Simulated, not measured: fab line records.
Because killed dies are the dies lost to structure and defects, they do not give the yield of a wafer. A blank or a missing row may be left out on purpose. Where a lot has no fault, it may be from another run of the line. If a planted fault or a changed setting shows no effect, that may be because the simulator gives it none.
A lot that was struck, set against a sound lot / flow gf180mcu / 16 out of 602 route steps
Sound: these wafers, L249.1, L249.4, L249.6. Wafers struck: L255.2, L255.3, L255.5. The cause comes at the end.
For every step that has rows: the tool of each side, followed by ch and its chambers, followed by its first start. Under that, the readings that differ: sound wafers / struck wafers / difference of the means / sigmas: that difference in standard deviations of wafers without a fault.
alike: same words and numbers on both sides, and readings whose means sit less than 2 such deviations apart. not compared: any withheld reading, any reading some wafer has no value for, any bound like >300 that may hide the same value, and any number with overlapping values for which the record gives no deviation.
The two part at a step that has a row with sigmas, a row that says differs or no value, or rows on one side only. Numbers that have no deviation but don't overlap get no sigmas and don't part them. A reading missing from all wafers of one side parts the sides only when that side holds two or more wafers.

first, 3 steps without rows for these wafers: GF_V4_EXPOSE_11 (exposes mask Via4, target cd 260 nm); GF_V4_PEB_12 (peb time 90 s); GF_V4_DEVELOP_13 (develop time 60 s).
GF_V4_CD_MEAS_14: target cd 260 nm.
  struck on cd sem-02, day 29 17:33; sound on cd sem-02, day 27 08:18
  alike: cd nm
GF_V4_OVL_MEAS_15:
  struck on overlay-01, day 29 17:40; sound on overlay-02, day 27 08:25
  alike: V4_OVL
GF_V4_ETCH_16: etches BARC in N2/H2.
  sound on rie diel-02 ch 0,2,3, day 27 08:28; struck on rie diel-04 ch 0,2,3, day 29 17:41
  alike: drypump motor current A, h2 flow sccm, oes product au, throttle valve pct
GF_V4_ETCH_17: etches SiO2 in C4F8/O2/Ar, stops on TiN, target depth 630 nm.
  sound: rie diel-02 ch 0,2,3; struck: rie diel-04 ch 0,2,3
  alike: oes product au
GF_V4_STRIP_18: strips in O2/N2.
  sound on plasma asher-04 ch 0, day 27 08:35; struck on plasma asher-02 ch 0,1, day 29 17:49
  alike: drypump motor current A, heater power w, oes product au
  not compared: rf hours counter h
then, 2 steps without rows for these wafers: GF_V4_STRIP_19 (strips in post etch residue remover, time 1200 s); GF_V4_CLEAN_20 (cleans in DIW).
GF_V4_SPUTTER_21: material Ti, target thk 15 nm, time 80.02 s.
  struck on pvd sputter-03, day 29 18:21; sound on pvd sputter-03, day 27 09:09
  alike: chamber pressure pa, throttle valve pct
GF_V4_SPUTTER_22: material TiN, target thk 10 nm, time 40 s.
  struck on pvd sputter-03, day 29 18:25; sound on pvd sputter-03, day 27 09:13
  alike: chamber pressure pa, throttle valve pct
GF_V4_CVD_23: deposits W, target thk 350 nm, time 104.9 s.
  sound on cvd w-02 ch 0,1, day 27 09:15; struck on cvd w-02 ch 0,1, day 29 18:27
reading=chamber pressure Torr (Torr); sound=40.02 40.02 40.04; struck=42.30 42.25 42.23; difference=+2.23; sigmas=+26
reading=model.W_of_V4_CVD_23.thk nm (nm); sound=350.6 356.6 346.7; struck=364.9 366.6 366.5; difference=+14.7; sigmas=
  alike: heater power w
  not compared: since wet clean h
GF_V4_RS_MEAS_24: the measuring method here is four-point-probe.
  struck on film metro-01, day 29 18:35; sound on film metro-03, day 27 09:22
reading=V4_W_RS (ohm/sq); sound=0.327 0.321 0.331; struck=0.314 0.312 0.313; difference=-0.013; sigmas=-4
GF_V4_THK_MEAS_25: measures by xrf.
  struck on film metro-01, day 29 18:41; sound on film metro-03, day 27 09:29
reading=V4_W_THK (nm); sound=354 360 350; struck=372 374 372; difference=+18; sigmas=+3
following that, these wafers have no rows for 1 step: GF_PASSIVATION_PROBE_99.

== WHERE THEY PART ==
First at GF_V4_CVD_23; last, within this record, at GF_V4_THK_MEAS_25.

WHY: the cause the simulator had injected
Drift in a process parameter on cvd w-02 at GF_V4_CVD_23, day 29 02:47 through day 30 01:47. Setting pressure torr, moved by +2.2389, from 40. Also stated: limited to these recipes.
